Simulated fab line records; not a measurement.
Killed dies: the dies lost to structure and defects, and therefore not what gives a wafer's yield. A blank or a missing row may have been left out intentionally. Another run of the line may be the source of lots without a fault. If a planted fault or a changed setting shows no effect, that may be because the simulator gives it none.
Matching of chambers -- flow gf180mcu -- GF_V5_CMP_26 on cmp-02: 4 sister chambers
The step polishes, stops on SiO2, t overpolish 15 s, target thk 0 nm. 4 wafers are shown with their chamber, then 8 later ones without.

== WAFERS PAIRED WITH THEIR CHAMBERS ==
wafer,chamber,motor-current-A (A)
L137.4,2,13.2
L144.3,3,9.2
L144.6,0,11.1
L149.4,1,9.9

== WAFERS MISSING THEIR CHAMBER ==
wafer,motor-current-A (A)
L149.5,10.4
L149.6,13.4
L152.3,9.9
L152.4,10.3
L152.6,9.0
L154.3,9.8
L154.4,10.4
L154.6,12.7

== EACH ONE'S CHAMBER ==
wafer,from the rows above,in truth
L149.5,can't be placed: 1 or 0 or 3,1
L149.6,2,2
L152.3,can't be placed: 1 or 3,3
L152.4,can't be placed: 1 or 0 or 3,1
L152.6,can't be placed: 3 or 1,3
L154.3,can't be placed: 1 or 3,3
L154.4,can't be placed: 1 or 0 or 3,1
L154.6,2,2
Placed correctly: 2 of 8. Not placeable from these rows: 6 (in 6, the candidates include the true chamber). Wrongly placed: 0.
How it was worked out, from the rows above alone: a wafer's distance from a chamber is the root of the sum, over the readings, of the square of ((its reading less the chamber's mean) divided by the reading's scatter). If the next closest chamber is less than 2 further off than the closest, the wafer can't be placed; otherwise it belongs to the closest. The mean given for a chamber averages the wafers shown for that chamber. The scatter: root of mean squared gap, hidden wafer to nearest shown wafer, with one shown wafer a chamber.
